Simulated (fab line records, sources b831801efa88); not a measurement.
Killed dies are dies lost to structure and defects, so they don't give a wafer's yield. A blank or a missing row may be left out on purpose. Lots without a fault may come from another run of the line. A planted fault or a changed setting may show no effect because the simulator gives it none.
fab line records | flow sky130
record lots=7 wafers=19 last_day=50
route steps=708 shown POLY_GATE@217 PAD_OPEN@708
lots that met no fault: from a run of the same line without faults
start_h: hours from the record's first day to the start of the lot's first wafer shown | wait_h: hours since the lot's step before | " the same as in the row above | L1.1+2: a row that stands for several wafers | - no value, or no start given | * or withheld: withheld | < > ~ a bound
route shown NAME@n: a module of which the file shows steps, and the number in the route of the first | usual: mean/standard deviation of fault-free wafers | same: alike in all rows | chamber/n: place in a boat | sites: the reading at each site | _std_site: their standard deviation | _edge_site: outer sites' mean less inner sites' | radius_mm: how far each site lies from the wafer's centre | mask NAME#n: copy n | behind: the tool/chamber that last shaped the wafer | hold: why the lot was held/for how many hours/how that ended | device: the transistor (n, p or np) that didn't switch | end of line: the same wafers' tests at the end of the route | a step without rows: its recipe alone | killed: dies lost to structure and defects at the first sort, not the wafer's yield | map: a wafer's dies, x killed, . not, _ none there
set.NAME: the setting as run; set.NAME@STEP: as run at that earlier step | model.NAME: the simulator's own value behind a step, which no gauge read
lots at some steps of the route; a table a step, a row a wafer
services: from which hour (start_h, from the record's first day; less than 0 if before it) a tool's chamber was out of use, for how many hours, and why
## steps
# step SKY_POLY_GATE_CVD_03
# recipe material=Si3N4 precursor=DCS/NH3 target_thk_nm=75 temp_c=770 time_s=1290 pressure_mtorr=250
# step SKY_POLY_GATE_THK_MEAS_04
# recipe reads=Si3N4_of_POLY_GATE_CVD_03
# usual POLY_GATE_CVD_03_THK=74.7/0.88
# columns lot.wafer tool chamber start_h wait_h POLY_GATE_CVD_03_THK[nm]
L105.1 film_metro-02 - 350.32 0.0 75.5
L105.5 " - " " 74.9
L105.6 " - " " 75.2
L114.4 film_metro-02 - 426.56 0.0 74.2
L114.6 " - " " 74.1
L116.1 film_metro-04 - 450.91 0.0 73.9
L116.4 " - " " 73.6
L117.1 film_metro-02 - 452.94 0.0 73.5
L117.3 " - " " 74.4
L117.4 " - " " 75.0
L122.1 film_metro-03 - 496.27 0.0 73.1
L122.3 " - " " 73.0
L122.5 " - " " 73.2
L124.1 film_metro-02 - 511.53 0.0 74.3
L124.4 " - " " 73.9
L124.6 " - " " 73.9
L127.3 film_metro-02 - 533.20 0.0 74.3
L127.4 " - " " 74.3
L127.5 " - " " 73.9
# step SKY_POLY_GATE_DEHYDRATE_05
# recipe temp_c=200 time_s=60
# step SKY_POLY_GATE_HMDS_06
# recipe prime_time_s=60 prime_temp_c=120
# step SKY_POLY_GATE_COAT_07
# recipe resist=BARC temp_c=withheld time_s=withheld spin_rpm=3000 resist_thk_nm=110
# step SKY_POLY_GATE_COAT_08
# recipe resist=KrF-thick spin_rpm=3000 resist_thk_nm=450
# step SKY_POLY_GATE_SOFTBAKE_09
# recipe temp_c=100 time_s=90 resist=KrF-thick
# step SKY_POLY_GATE_EXPOSE_10
# recipe mask_id=P1M na=0.68 source_shape=conventional sigma_outer=0.6 target_cd_nm=150 dose_mj=28
# step SKY_POLY_GATE_PEB_11
# recipe peb_temp_c=withheld peb_time_s=withheld resist=KrF-thick
# step SKY_POLY_GATE_DEVELOP_12
# recipe develop_time_s=60 resist=KrF-thick dev_temp_c=21
# step SKY_POLY_GATE_CD_MEAS_13
# recipe target_cd_nm=150
# usual cd_nm=149.5/1.3
# columns lot.wafer tool chamber start_h wait_h cd_nm
L105.1 cd_sem-02 - 378.53 - 151.4
L105.5 " - " " 152.1
L105.6 " - " " 150.3
L114.4 cd_sem-02 - 457.74 - 147.3
L114.6 " - " " 149.3
L116.1 cd_sem-02 - 481.69 - 150.8
L116.4 " - " " 151.4
L117.1 cd_sem-01 - 483.30 - 150.4
L117.3 " - " " 149.3
L117.4 " - " " 149.1
L122.1 cd_sem-01 - 527.23 - 148.6
L122.3 " - " " 149.4
L122.5 " - " " 149.1
L124.1 cd_sem-01 - 541.74 - 149.7
L124.4 " - " " 150.0
L124.6 " - " " 149.4
L127.3 cd_sem-01 - 562.87 - 150.7
L127.4 " - " " 151.9
L127.5 " - " " 151.9
# step SKY_POLY_GATE_OVL_MEAS_14
# usual POLY_GATE_OVL=4/5
# columns lot.wafer tool chamber start_h wait_h POLY_GATE_OVL[nm]
L105.1 overlay-02 - 378.65 0.1 10
L105.5 " - " " 4
L105.6 " - " " 4
L114.4 overlay-01 - 457.81 0.1 21
L114.6 " - " " 8
L116.1 overlay-01 - 481.81 0.1 8
L116.4 " - " " 7
L117.1 overlay-02 - 483.42 0.1 8
L117.3 " - " " 7
L117.4 " - " " 9
L122.1 overlay-02 - 527.35 0.1 13
L122.3 " - " " 5
L122.5 " - " " 12
L124.1 overlay-01 - 541.86 0.1 8
L124.4 " - " " 7
L124.6 " - " " 7
L127.3 overlay-02 - 562.96 0.1 -2
L127.4 " - " " -6
L127.5 " - " " 4
# step SKY_POLY_GATE_ETCH_15
# recipe chemistry=N2/H2 target=BARC ion_energy_ev=200 source_w=500 bias_w=100 pressure_mtorr=30 n2_flow_sccm=100 h2_flow_sccm=200 stop_on=SiO2 time_s=118.5 target_depth_a=1100
# usual bias_w=99.98/0.28 chamber_pressure_mTorr=29.997/0.026 drypump_motor_current_A=5.9/0.44 oes_product_au=0.716/0.0048 run_length_s=146.9/0.41 throttle_valve_pct=13.213/0.0087
# columns lot.wafer tool chamber start_h wait_h bias_w chamber_pressure_mTorr drypump_motor_current_A oes_product_au rf_hours_counter_h run_length_s throttle_valve_pct model.KrF-thick_of_POLY_GATE_COAT_08.thk_nm model.SiO2_of_SONOS_ONO_CVD_04.thk_nm
L105.1 rie_diel-03 3 378.68 0.0 99.49 30.016 5.9 0.727 74 147.0 13.200 341.3 4.188
L105.5 " 2 " " 99.76 30.010 6.3 0.711 - 147.3 13.220 343.6 4.228
L105.6 " 3 " " 99.98 29.954 6.0 0.713 - 146.6 13.215 342.1 4.169
L114.4 rie_diel-03 0 457.83 0.0 100.02 30.016 5.3 0.723 12 147.3 13.206 344.3 4.14
L114.6 " 3 " " 99.95 29.999 6.0 0.702 - 150.6 13.212 340.4 3.949
L116.1 rie_diel-03 0 481.84 0.0 100.37 30.015 5.3 0.702 12 151.2 13.218 339.4 3.868
L116.4 " 3 " " 100.08 30.014 6.0 0.713 76 146.2 13.212 343.8 3.943
L117.1 rie_diel-03 3 483.46 0.0 100.01 30.001 5.9 0.701 76 150.3 13.200 341.9 3.981
L117.3 " 0 " " 99.40 29.969 5.3 0.719 12 147.6 13.202 343.9 4.135
L117.4 " 2 " " 99.83 29.971 6.4 0.709 4 146.5 13.203 345.9 4.199
L122.1 rie_diel-01 0 527.38 0.0 100.22 30.039 6.4 0.712 10 147.4 13.211 341.6 4.131
L122.3 " 1 " " 99.52 30.008 5.5 0.716 13 147.4 13.203 344.6 4.153
L122.5 " 3 " " 100.05 30.026 5.8 0.716 - 147.2 13.205 344.1 4.172
L124.1 rie_diel-03 2 541.89 0.0 99.77 29.979 6.4 0.708 6 146.6 13.220 346.3 4.292
L124.4 " 3 " " 99.57 29.976 5.9 0.715 78 146.5 13.226 346 4.368
L124.6 " 0 " " 99.65 30.000 5.3 0.713 - 147.6 13.228 344.5 4.297
L127.3 rie_diel-03 1 562.98 0.0 100.26 29.996 6.1 0.721 1 147.0 13.213 347.2 4.268
L127.4 " 0 " " 99.97 29.993 5.3 0.722 14 147.3 13.219 346.4 4.286
L127.5 " 2 " " 100.51 29.992 6.4 0.712 - 146.4 13.217 347.5 4.255
# step SKY_POLY_GATE_ETCH_16
# recipe stop_on=poly-Si chemistry=CH3F/O2 target=Si3N4 source_w=400 bias_w=80 pressure_mtorr=25 ch3f_flow_sccm=40 O2_flow_sccm=30 time_s=147.5 target_depth_a=750
# usual bias_w=80.01/0.24 chamber_pressure_mTorr=24.996/0.021 drypump_motor_current_A=5.9/0.44 oes_product_au=0.639/0.006 run_length_s=175.9/0.42 throttle_valve_pct=10.535/0.0097
# columns lot.wafer tool chamber start_h wait_h bias_w chamber_pressure_mTorr drypump_motor_current_A oes_product_au rf_hours_counter_h run_length_s throttle_valve_pct
L105.1 rie_diel-03 3 378.77 0.0 80.10 24.972 5.9 0.641 74 175.2 10.524
L105.5 " 2 " " 80.17 25.008 6.3 0.640 - 175.9 10.534
L105.6 " 3 " " 80.05 25.029 5.9 0.640 - 175.4 10.546
L114.4 rie_diel-03 0 457.91 0.0 80.20 25.020 5.3 0.639 12 176.4 10.536
L114.6 " 3 " " 79.68 24.982 5.9 0.634 - 175.3 10.533
L116.1 rie_diel-03 0 481.93 0.0 80.13 24.968 5.3 0.632 12 176.8 10.542
L116.4 " 3 " " 79.74 24.973 5.9 0.640 76 176.1 10.535
L117.1 rie_diel-03 3 483.54 0.0 79.90 25.008 5.9 0.637 76 175.5 10.533
L117.3 " 0 " " 80.38 24.989 5.2 0.637 12 176.4 10.537
L117.4 " 2 " " 79.58 25.003 6.4 0.633 4 175.5 10.542
L122.1 rie_diel-01 0 527.46 0.0 80.40 24.978 6.3 0.632 10 176.2 10.523
L122.3 " 1 " " 80.03 24.986 5.5 0.638 13 176.5 10.525
L122.5 " 3 " " 80.01 24.998 5.8 0.629 - 176.4 10.534
L124.1 rie_diel-03 2 541.98 0.0 80.20 24.994 6.3 0.634 6 175.9 10.537
L124.4 " 3 " " 80.02 24.977 5.9 0.641 78 175.6 10.520
L124.6 " 0 " " 80.10 24.959 5.3 0.639 - 176.3 10.549
L127.3 rie_diel-03 1 563.06 0.0 79.72 24.985 6.2 0.641 1 175.6 10.529
L127.4 " 0 " " 79.59 24.988 5.3 0.644 15 176.5 10.558
L127.5 " 2 " " 80.16 24.988 6.4 0.642 - 176.1 10.526
# step SKY_PAD_OPEN_PROBE_99
# usual killed_at_M0_to_M3=43/7.5 killed_at_M4_up=3.3/1.9 killed_at_contacts=24/4.6 killed_at_front_end=16/4.9 killed_at_other=0.2/0.46 killed_dies=87/9.1 killed_open=47/7.4 killed_short=39/6.6
# same gross_dies=492 killed_at_back_side=0
# columns lot.wafer tool chamber start_h wait_h killed_at_M0_to_M3 killed_at_M4_up killed_at_contacts killed_at_front_end killed_at_other killed_dies killed_open killed_short
L105.1 prober-02 - 1078.93 0.1 37 0 21 24 0 82 42 40
L105.5 prober-02 - 1079.13 0.2 50 3 27 8 0 88 46 42
L105.6 prober-02 - 1079.18 0.2 39 2 24 20 1 86 45 41
L116.1 prober-02 - 1150.37 0.1 43 6 35 16 0 100 46 54
L116.4 prober-02 - 1150.52 0.2 32 3 21 17 0 73 40 33
L117.1 prober-01 - 1151.87 0.1 53 0 28 15 0 96 60 33
L117.3 prober-01 - 1151.97 0.2 42 2 25 13 1 83 49 33
L117.4 prober-01 - 1152.02 0.2 41 1 26 18 1 87 43 43
L127.3 prober-01 - 1190.40 0.2 29 2 25 15 0 71 32 39
L127.4 prober-01 - 1190.45 0.2 36 1 33 15 0 85 47 38
L127.5 prober-01 - 1190.50 0.2 37 7 28 13 0 85 40 44
# killed by level:class
L105.1 VIA1:geometric_particle:open=11 FIELD_ISO:geometric_particle:short=10 LI_CONTACT:geometric_particle:open=8 POLY_GATE:geometric_particle:open=5 CONTACT:geometric_particle:open=5 FIELD_ISO:geometric_particle:open=4 VIA1:geometric_particle:short=4 CONTACT:geometric_particle:short=4
L105.5 CONTACT:geometric_particle:open=13 VIA1:geometric_particle:open=9 METAL2:geometric_particle:short=8 VIA3:geometric_particle:short=6 VIA3:geometric_particle:open=6 VIA2:geometric_particle:short=6 LI_CONTACT:geometric_particle:open=5 CONTACT:geometric_particle:short=5
L105.6 CONTACT:geometric_particle:open=11 FIELD_ISO:geometric_particle:open=8 METAL1:geometric_particle:short=8 VIA1:geometric_particle:short=7 VIA2:geometric_particle:open=6 LI_CONTACT:geometric_particle:open=5 METAL2:geometric_particle:short=5 VIA3:geometric_particle:open=5
L116.1 CONTACT:geometric_particle:open=14 VIA1:geometric_particle:open=10 FIELD_ISO:geometric_particle:short=8 VIA3:geometric_particle:open=8 LI_CONTACT:geometric_particle:open=7 LOCAL_INTERCONNECT:geometric_particle:short=7 VIA3:geometric_particle:short=7 METAL2:geometric_particle:short=6
L116.4 LI_CONTACT:geometric_particle:open=11 FIELD_ISO:geometric_particle:short=6 LOCAL_INTERCONNECT:geometric_particle:short=5 METAL2:geometric_particle:short=5 VIA3:geometric_particle:open=5 FIELD_ISO:geometric_particle:open=4 METAL1:geometric_particle:short=4 METAL2:geometric_particle:open=4
L117.1 VIA1:geometric_particle:open=15 CONTACT:geometric_particle:open=12 LI_CONTACT:geometric_particle:open=10 VIA2:geometric_particle:open=8 VIA1:geometric_particle:short=5 METAL3:geometric_particle:short=5 VIA3:geometric_particle:short=5 FIELD_ISO:geometric_particle:short=4
L117.3 VIA1:geometric_particle:open=19 CONTACT:geometric_particle:open=11 FIELD_ISO:geometric_particle:short=4 LI_CONTACT:geometric_particle:short=4 LI_CONTACT:geometric_particle:open=4 VIA1:geometric_particle:short=4 POLY_GATE:geometric_particle:open=3 POLY_GATE:geometric_particle:short=3
L117.4 VIA1:geometric_particle:open=19 CONTACT:geometric_particle:short=8 FIELD_ISO:geometric_particle:short=7 LI_CONTACT:geometric_particle:open=6 FIELD_ISO:geometric_particle:open=5 CONTACT:geometric_particle:open=5 METAL1:geometric_particle:short=5 POLY_GATE:geometric_particle:short=4
L127.3 CONTACT:geometric_particle:open=11 FIELD_ISO:geometric_particle:short=7 VIA1:geometric_particle:open=6 LI_CONTACT:geometric_particle:open=5 CONTACT:geometric_particle:short=5 VIA1:geometric_particle:short=4 LOCAL_INTERCONNECT:geometric_particle:short=4 METAL1:geometric_particle:short=4
L127.4 CONTACT:geometric_particle:open=11 VIA1:geometric_particle:open=11 FIELD_ISO:geometric_particle:open=7 LI_CONTACT:geometric_particle:open=7 LOCAL_INTERCONNECT:geometric_particle:short=5 CONTACT:geometric_particle:short=5 VIA2:geometric_particle:short=5 VIA1:geometric_particle:short=4
L127.5 CONTACT:geometric_particle:open=9 METAL1:geometric_particle:short=7 VIA1:geometric_particle:open=6 METAL4:geometric_particle:short=6 LI_CONTACT:geometric_particle:open=5 LOCAL_INTERCONNECT:geometric_particle:short=5 CONTACT:geometric_particle:short=5 VIA3:geometric_particle:open=5
## services
# columns tool chamber start_h hours kind
rie_diel-03 - 413.24 0.6 repair
rie_diel-01 2 413.90 6.6 repair
rie_diel-01 2 446.86 7.6 repair
rie_diel-03 - 460.92 1.2 repair
rie_diel-01 3 474.66 8.4 repair
rie_diel-03 2 492.95 3.8 repair
rie_diel-03 1 504.41 - clean
rie_diel-03 1 504.41 14.7 scheduled_down
rie_diel-03 1 504.41 14.7 vent_cycle
rie_diel-03 2 514.29 9.0 repair
rie_diel-01 2 524.52 13.3 repair
rie_diel-03 3 530.16 6.7 repair
rie_diel-01 - 541.86 2.4 repair
## key
first_sign step=SKY_POLY_GATE_ETCH_15 reading=run_length_s direction=up sigmas=9.3 usual=* struck=*
effect step=SKY_POLY_GATE_ETCH_15 reading=oes_product_au direction=down sigmas=3 usual=0.716 struck=0.702
model_effect step=SKY_POLY_GATE_ETCH_15 value=KrF-thick_of_POLY_GATE_COAT_08.thk_nm without=343.5 struck=340.6
met_at SKY_POLY_GATE_ETCH_15
struck_wafers L114.6,L116.1,L117.1
tester_left_out L114,L116,L117
onset_between 378.68 457.83
fault kind=process_parameter_drift tool=rie_diel-03 chamber=- onset_h=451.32 steps=SKY_POLY_GATE_ETCH_15 channel=time_s offset=* shape=step end_h=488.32 scope=struck_wafers_only acts_in=* stated=*
# tester_left_out: of these lots the tester's yield and bins aren't shown, on N5 and GAA mostly nor the transistor test; their killed dies are dies lost to structure and defects alone, not to doping, threshold or leakage, so they don't give the yield
